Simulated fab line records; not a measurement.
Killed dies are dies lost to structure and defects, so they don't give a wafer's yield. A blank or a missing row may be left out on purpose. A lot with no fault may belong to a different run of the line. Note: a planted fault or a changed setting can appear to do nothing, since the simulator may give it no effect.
Chamber matching | flow sky130 | SKY_VIA3_ETCH_15 on rie_diel-03: 4 sister chambers
The step etches SiO2 in C4F8/O2/Ar, stops on TiN, target depth 507 nm, time 78 s. 4 wafers are shown with their chamber, then 7 later ones without.

## WAFERS PAIRED WITH THEIR CHAMBERS
wafer  | chamber | oes_product_au (a.u.)
L450.2 | 0       | 0.940
L450.3 | 1       | 0.948
L461.1 | 2       | 0.943
L461.2 | 3       | 0.945

## WAFERS MISSING THEIR CHAMBER
wafer  | oes_product_au (a.u.)
L461.3 | 0.959
L462.1 | 0.940
L462.3 | 0.950
L462.6 | 0.946
L468.2 | 0.946
L468.3 | 0.946
L468.5 | 0.954

## EACH ONE'S CHAMBER
wafer  | from the rows above               | in truth
L461.3 | can't be placed: 1 or 3 or 2 or 0 | 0
L462.1 | can't be placed: 0 or 2 or 3 or 1 | 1
L462.3 | can't be placed: 1 or 3 or 2 or 0 | 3
L462.6 | can't be placed: 3 or 1 or 2 or 0 | 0
L468.2 | can't be placed: 3 or 1 or 2 or 0 | 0
L468.3 | can't be placed: 3 or 1 or 2 or 0 | 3
L468.5 | can't be placed: 1 or 3 or 2 or 0 | 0
Placed correctly: 0 of 7. Not placeable from these rows: 7 (in 7, the candidates include the true chamber). 0 placed wrongly.
How it was worked out, from the rows above alone: a wafer's distance from a chamber is the root of the sum, over the readings, of the square of ((its reading less the chamber's mean) divided by the reading's scatter). The wafer belongs to the nearest chamber; if the next one is less than 2 further off, it can't be placed. Each chamber's mean is taken over the wafers shown for it. The scatter (one wafer shown for each chamber): square how far every hidden wafer sits from the nearest shown wafer, average those squares and take the square root.
